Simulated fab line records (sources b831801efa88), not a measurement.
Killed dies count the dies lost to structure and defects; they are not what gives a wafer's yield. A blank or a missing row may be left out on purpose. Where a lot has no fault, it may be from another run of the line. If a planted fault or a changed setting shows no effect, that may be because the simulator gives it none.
The tool behind it: which one? | flow gf180mcu | 36 wafers from 12 lots sampled at 5 of the route's 602 steps

== WHAT THE GAUGES READ, wafer by wafer ==
GF_V2_RS_MEAS_24: measurement is done with a four-point probe. Usual: for V2_W_RS the level is 0.324 ohm/sq and the standard deviation is 0.0037.
lot  | measured     | on            | V2_W_RS (ohm/sq)                    | flag
L810 | day 20 09:37 | film-metro-01 | 0.324 0.323 0.323                   |
L811 | day 20 19:26 | film-metro-01 | 0.316 0.328 0.320                   |
L813 | day 21 11:41 | film-metro-02 | 0.327 0.324 0.324                   |
L814 | day 22 02:22 | film-metro-04 | 0.327 0.322 0.321                   |
L815 | day 22 06:46 | film-metro-04 | 0.328 0.320 0.321                   |
L816 | day 22 16:38 | film-metro-01 | 0.323 0.315 0.322                   |
L817 | day 23 03:58 | film-metro-02 | 0.325 0.318 0.318                   |
L827 | day 26 21:17 | film-metro-01 | 0.324 0.325 0.325                   |
L828 | day 27 10:39 | film-metro-02 | 0.321 0.320 0.318 0.320 0.320 0.319 |
L829 | day 27 14:23 | film-metro-01 | 0.330 0.324 0.324                   |
L832 | day 28 06:39 | film-metro-01 | 0.326 0.328 0.327                   |
L833 | day 28 09:50 | film-metro-04 | 0.328 0.330 0.333                   |

GF_M3_THK_MEAS_06: measures by xrf. Usual: for M3_ALCU_THK the level is 449 nm and the standard deviation is 3.8.
lot  | measured     | on            | M3_ALCU_THK (nm) | flag
L810 | day 20 10:25 | film-metro-02 | 445 449 444      |
L811 | day 20 20:16 | film-metro-03 | 451 454 450      |
L813 | day 21 12:32 | film-metro-02 | 452 448 449      |
L814 | day 22 03:10 | film-metro-04 | 446 448 443      |
L815 | day 22 07:35 | film-metro-02 | 450 453 452      |
L816 | day 22 17:28 | film-metro-04 | 447 454 454      |
L817 | day 23 04:46 | film-metro-02 | 447 445 446      |
L827 | day 26 22:06 | film-metro-03 | 452 454 453      |
L828 | day 27 14:59 | film-metro-04 | 448 451 447      |
L829 | day 27 15:12 | film-metro-02 | 448 451 450      |
L832 | day 28 07:28 | film-metro-03 | 444 446 446      |
L833 | day 28 10:50 | film-metro-03 | 451 448 449      |

== WHICH TOOL RAN EACH LOT (tool, then ch and the chambers of the sampled wafers, then the start) ==
lot  | GF_V2_CMP_04                  | GF_V2_CVD_23                  | GF_V2_CMP_26
L810 | cmp-02 ch 1,2, day 19 08:02   | cvd-w-01 ch 0,1, day 20 09:29 | cmp-02 ch 1,2,3, day 20 09:55
L811 | cmp-02 ch 0,2,3, day 19 18:15 | cvd-w-02 ch 0,1, day 20 19:20 | cmp-01 ch 1,2,3, day 20 19:37
L813 | cmp-02 ch 0,2,3, day 20 10:42 | cvd-w-01 ch 0,1, day 21 11:33 | cmp-01 ch 0,1,3, day 21 11:53
L814 | cmp-01 ch 1,2,3, day 21 01:12 | cvd-w-02 ch 0,1, day 22 02:15 | cmp-01 ch 0,3, day 22 02:30
L815 | cmp-01 ch 0,2,3, day 21 05:56 | cvd-w-02 ch 0,1, day 22 06:40 | cmp-02 ch 0,3, day 22 07:00
L816 | cmp-01 ch 0,1,3, day 21 15:25 | cvd-w-02 ch 0,1, day 22 16:31 | cmp-01 ch 1,2,3, day 22 16:48
L817 | cmp-02 ch 0,3, day 22 03:26   | cvd-w-02 ch 0,1, day 23 03:51 | cmp-01 ch 1,3, day 23 04:06
L827 | cmp-02 ch 0,1,3, day 25 23:01 | cvd-w-01 ch 0,1, day 26 21:10 | cmp-02 ch 0,1,2, day 26 21:28
L828 | cmp-01 ch 0,2,3, day 26 12:10 | cvd-w-02 ch 1, day 27 10:32   | cmp-02 ch 0,2,3, day 27 14:23
L829 | cmp-02 ch 1,2,3, day 26 16:04 | cvd-w-01 ch 0,1, day 27 14:16 | cmp-01 ch 0,2,3, day 27 14:37
L832 | cmp-02 ch 0,1,3, day 27 08:40 | cvd-w-01 ch 0,1, day 28 06:31 | cmp-01 ch 0,2,3, day 28 06:52
L833 | cmp-02 ch 0,1,3, day 27 12:32 | cvd-w-01 ch 0,1, day 28 09:42 | cmp-02 ch 0,3, day 28 10:11
- GF_V2_CMP_04: polishes SiO2.
- GF_V2_CVD_23: deposits W, target thk 350 nm, time 104.94 s.
- GF_V2_CMP_26: polishes, stops on SiO2, t overpolish 15 s, target thk 0 nm.

== WHAT THE TOOLS THEMSELVES READ (means of the sampled wafers that have a number; where no wafer has one, the mark that the record gives instead) ==
GF_V2_CMP_04. Usual: motor-current-A 12.2 A, standard deviation 1.2; slurry-flow-ml-min 150.1, standard deviation 0.47; time-to-endpoint-s 81 s, standard deviation 4.9.
lot  | tool   | motor-current-A (A) | slurry-flow-ml-min | time-to-endpoint-s (s) | flag
L810 | cmp-02 | 11.5                | 150.0              | 77                     |
L811 | cmp-02 | 12.4                | 149.9              | 76                     |
L813 | cmp-02 | 12.8                | 150.5              | 73                     |
L814 | cmp-01 | 12.4                | 150.4              | 82                     |
L815 | cmp-01 | 12.2                | 150.0              | 87                     |
L816 | cmp-01 | 11.5                | 150.2              | 79                     |
L817 | cmp-02 | 13.8                | 150.0              | 76                     |
L827 | cmp-02 | 12.6                | 150.0              | 79                     |
L828 | cmp-01 | 11.9                | 149.8              | 75                     |
L829 | cmp-02 | 11.3                | 150.0              | 82                     |
L832 | cmp-02 | 12.8                | 149.6              | 84                     |
L833 | cmp-02 | 12.6                | 150.2              | 82                     |

GF_V2_CVD_23. Usual: heater-power-w at 931 W, with a standard deviation of 91.
lot  | tool     | heater-power-w (W) | flag
L810 | cvd-w-01 | 1004               |
L811 | cvd-w-02 | 898                |
L813 | cvd-w-01 | 971                |
L814 | cvd-w-02 | 890                |
L815 | cvd-w-02 | 884                |
L816 | cvd-w-02 | 846                |
L817 | cvd-w-02 | 896                |
L827 | cvd-w-01 | 1029               |
L828 | cvd-w-02 | 805                |
L829 | cvd-w-01 | 972                |
L832 | cvd-w-01 | 997                |
L833 | cvd-w-01 | 980                |

GF_V2_CMP_26. Usual: motor-current-A 11.1 A, standard deviation 0.98; overpolish-run-s 15.001 s, standard deviation 0.0088; slurry-flow-ml-min 150.0, standard deviation 0.44; time-to-endpoint-s 85.7 s, standard deviation 2.7.
lot  | tool   | motor-current-A (A) | overpolish-run-s (s) | slurry-flow-ml-min | time-to-endpoint-s (s) | flag
L810 | cmp-02 | 10.5                | 15.003               | 149.6              | 83.2                   |
L811 | cmp-01 | 11.3                | 15.003               | 150.0              | 87.8                   |
L813 | cmp-01 | 10.7                | 15.006               | 150.4              | 85.5                   |
L814 | cmp-01 | 10.3                | 15.000               | 149.8              | 87.5                   |
L815 | cmp-02 | 11.7                | 15.000               | 150.4              | 84.1                   |
L816 | cmp-01 | 11.6                | 14.997               | 150.4              | 84.8                   |
L817 | cmp-01 | 10.7                | 15.006               | 150.2              | 83.4                   |
L827 | cmp-02 | 10.9                | 15.001               | 150.2              | 85.3                   |
L828 | cmp-02 | 11.3                | 14.995               | 150.0              | 89.5                   |
L829 | cmp-01 | 11.4                | 14.998               | 150.2              | 85.4                   |
L832 | cmp-01 | 11.4                | 15.001               | 150.2              | 86.9                   |
L833 | cmp-02 | 12.4                | 15.001               | 150.1              | 88.7                   |

== THE ANSWER, worked out from the rows above alone ==
Rule: lot off if the mean of its wafers having a number is beyond 3 standard deviations from the usual mean. A lot without any number at a reading at which 4 lots or more have one is off too. All remaining lots with rows at the step are treated as sound. First the gauges in route order, then the tools' own readings, where a lot's mean is used as printed above. The first step at which some lot is off is used, and at that step the reading that is off furthest; a lot without a number counts as furthest.
Nothing can be told from this: no lot is off at any reading shown.

== WHAT THE SIMULATOR PUT IN ==
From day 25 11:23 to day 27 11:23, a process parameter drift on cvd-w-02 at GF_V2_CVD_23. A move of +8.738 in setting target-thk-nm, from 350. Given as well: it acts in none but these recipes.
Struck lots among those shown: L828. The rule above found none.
